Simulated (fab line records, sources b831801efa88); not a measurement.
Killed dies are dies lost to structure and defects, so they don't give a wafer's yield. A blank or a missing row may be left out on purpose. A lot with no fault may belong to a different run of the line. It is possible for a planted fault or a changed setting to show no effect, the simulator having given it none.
Problem report in the 8D (eight disciplines) form, filled by code ; flow sky130 ; the parts of the form that need people (team, actions taken, sign-off) are left out

1. THE ISSUE
SONOS_TUNNEL_TW at SKY_SONOS_TUNNEL_TW_MEAS_12 reads a mean of 30.0 on 5 wafers of 3 lots; wafers without a fault read 198.3 with a standard deviation of 1.5. So: -99 or more standard deviations from the usual mean.
First seen on wafer L627.4, day 16 15:47, on film_metro-01. The record has a number at this step for 33 wafers belonging to 12 lots. Rule for "out" (also "out of limits"): further than 4 standard deviations from the usual mean. Any other wafer with a number is counted as sound.

2. WHAT THIS IS AND IS NOT
question;is;is not
which readings at this step;SONOS_TUNNEL_TW;-
which lots;L627, L631, L632;L611, L613, L616, L618, L619, L620, L623, L624, L626
which wafers of those lots;L627.4, L631.1, L631.4, L632.1, L632.4;L627.3
read on which gauges;film_metro-01, film_metro-03;film_metro-04
when;from day 16 15:47;up to then (28 sound wafers)

3. WHAT RULES OUT EACH SUSPECT
Counting: a tool at a process step up to the reading stays a suspect if it ran every lot that is out. Sound lots after the first of them don't rule it out here, since some wafers of a struck lot are sound.
- the gauge at SKY_SONOS_TUNNEL_TW_MEAS_12 has been ruled out. The wafers that are out were read on 2 gauges (film_metro-01, film_metro-03).
- litho_track-01 at SKY_SONOS_TUNNEL_DEVELOP_06 (develop time 60 s): kept. Every lot that is out went through it, the first being L627 (day 16 14:56); the last sound lot it ran before that was L626 (day 16 03:34).
The count leaves litho_track-01 at SKY_SONOS_TUNNEL_DEVELOP_06.

4. THE CAUSE (what the simulator had put in)
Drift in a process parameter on litho_track-01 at SKY_SONOS_TUNNEL_DEVELOP_06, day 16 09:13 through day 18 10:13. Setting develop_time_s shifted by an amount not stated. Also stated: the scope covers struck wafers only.
The count eliminated every tool but this one.

5. THE EFFECT CHAIN, in route order
Each row: a reading whose mean over the struck wafers that have a number lies more than 3 standard deviations from the usual. Readings are gone through only where the record gives a usual standard deviation; hours: the median, over the lots, of the time from a lot's start at the first step in this table giving one to that lot's start at this step; sigmas: the change measured in usual standard deviations.
hours;step;reading;usual;on struck wafers;change;sigmas
0;SKY_SONOS_TUNNEL_TW_MEAS_12;SONOS_TUNNEL_TW;198.3;30.0;-168.3;-99 or more
777;SKY_PAD_OPEN_PROBE_99;killed_at_front_end;16;420;+404;+84
777;SKY_PAD_OPEN_PROBE_99;killed_dies;89;492;+403;+42
777;SKY_PAD_OPEN_PROBE_99;killed_on_rim;17;96;+79;+21
The process steps in it:
- SKY_PAD_OPEN_PROBE_99
Readings that are blank on the struck wafers while sound wafers have them: cd_nm at SKY_SONOS_TUNNEL_CD_MEAS_07; SONOS_TUNNEL_OVL at SKY_SONOS_TUNNEL_OVL_MEAS_08.

6. WHAT WOULD HAVE CAUGHT IT SOONER
In this record the first reading out of limits at a measuring or inspecting step was taken at day 16 15:47, 7 hours after the fault began at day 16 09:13.
Between SKY_SONOS_TUNNEL_DEVELOP_06 and SKY_SONOS_TUNNEL_TW_MEAS_12, SKY_SONOS_TUNNEL_CD_MEAS_07 gave no cd_nm and SKY_SONOS_TUNNEL_OVL_MEAS_08 gave no SONOS_TUNNEL_OVL on the struck wafers, where sound wafers have one: a measuring or inspecting step that comes back empty is itself a sign.
No tool reading at SKY_SONOS_TUNNEL_DEVELOP_06 that has a usual standard deviation in the record was out on any struck wafer, so an alarm limit of 4 standard deviations on those readings would not have fired.
L631, L632, from the lots that are out (3), started SKY_SONOS_TUNNEL_DEVELOP_06 on litho_track-01 later than day 16 15:47. A hold on the tool at that time would have spared those 2.
